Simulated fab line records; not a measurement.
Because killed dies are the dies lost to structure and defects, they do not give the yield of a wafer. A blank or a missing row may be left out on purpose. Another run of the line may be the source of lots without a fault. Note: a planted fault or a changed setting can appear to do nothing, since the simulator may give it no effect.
2 desks, one fault :: flow sky130 :: only its own numbers are on each desk; what lay behind them is given at the end

== AT THE METROLOGY DESK ==
What the gauges read, lot by lot, whatever tool the lot ran on: means of the sampled wafers that have a number. A lot is out of limits, marked OUT, if its mean lies more than 4 standard deviations from the usual mean; the brackets give that distance.
Columns: A = CAP2M_TIN_RS at SKY_CAP2M_RS_MEAS_03, usual 6.90 ohm/sq; B = CAP2M_TIN_THK at SKY_CAP2M_THK_MEAS_04, usual 198.8 nm
lot: L645
first seen here: day 42 04:45
A: 6.93
B: 197.3

lot: L646
first seen here: day 42 05:54
A: 6.84
B: 199.9

lot: L647
first seen here: day 42 08:20
A: 6.81
B: 200.7

lot: L651
first seen here: day 42 09:02
A: 6.79
B: 201.7

lot: L653
first seen here: day 42 17:46
A: 5.42 (-15) OUT
B: 257.5 (+21) OUT

lot: L659
first seen here: day 47 20:47
A: 6.96
B: 197.5

lot: L658
first seen here: day 47 23:04
A: 6.85
B: 199.9

lot: L663
first seen here: day 47 23:47
A: 6.96
B: 197.5

lot: L665
first seen here: day 48 01:37
A: 6.91
B: 199.2

lot: L664
first seen here: day 48 02:13
A: 6.86
B: 201.0
This desk finds L653 out of limits, with the earliest case on L653 at day 42 17:46 (CAP2M_TIN_RS at SKY_CAP2M_RS_MEAS_03). In limits: L645, L646, L647, L651, L659, L658, L663, L665, L664.

== FOR THE TOOL OWNER'S DESK: pvd sputter-03 ==
At SKY_CAP2M_SPUTTER_02 (material TiN, target thk 200 nm, time 166.7 s) the tool's own readings: per lot run on this tool, the mean of the sampled wafers that have a number. A lot is out of limits, marked OUT, if its mean lies more than 4 standard deviations from the usual mean; the brackets give that distance.
Columns: A = throttle valve pct at SKY_CAP2M_SPUTTER_02, usual 29.5 %
lot: L646
first seen here: day 42 05:46
A: 29.9

lot: L651
first seen here: day 42 08:54
A: 29.2

lot: L653
first seen here: day 42 17:38
A: 29.6

lot: L659
first seen here: day 47 20:38
A: 29.0

lot: L665
first seen here: day 48 01:31
A: 29.3
Finding of this desk: none of the 5 lots has anything out of limits.

== BROUGHT TOGETHER ==
The metrology desk could have raised an alarm at day 42 17:46, on L653.
Nothing out of limits was seen by the tool owner's desk.
Tool owner's desk: L653 on record, inside its limits.
Every lot named ran SKY_CAP2M_SPUTTER_02 on pvd sputter-03.

== WHAT THE SIMULATOR HAD INSERTED ==
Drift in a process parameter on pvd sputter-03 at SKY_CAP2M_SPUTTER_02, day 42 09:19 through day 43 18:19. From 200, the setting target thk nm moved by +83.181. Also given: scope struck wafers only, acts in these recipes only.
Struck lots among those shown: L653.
Per desk, hours elapsed from the start of the fault to the first reading out of limits: for the metrology desk, 8.
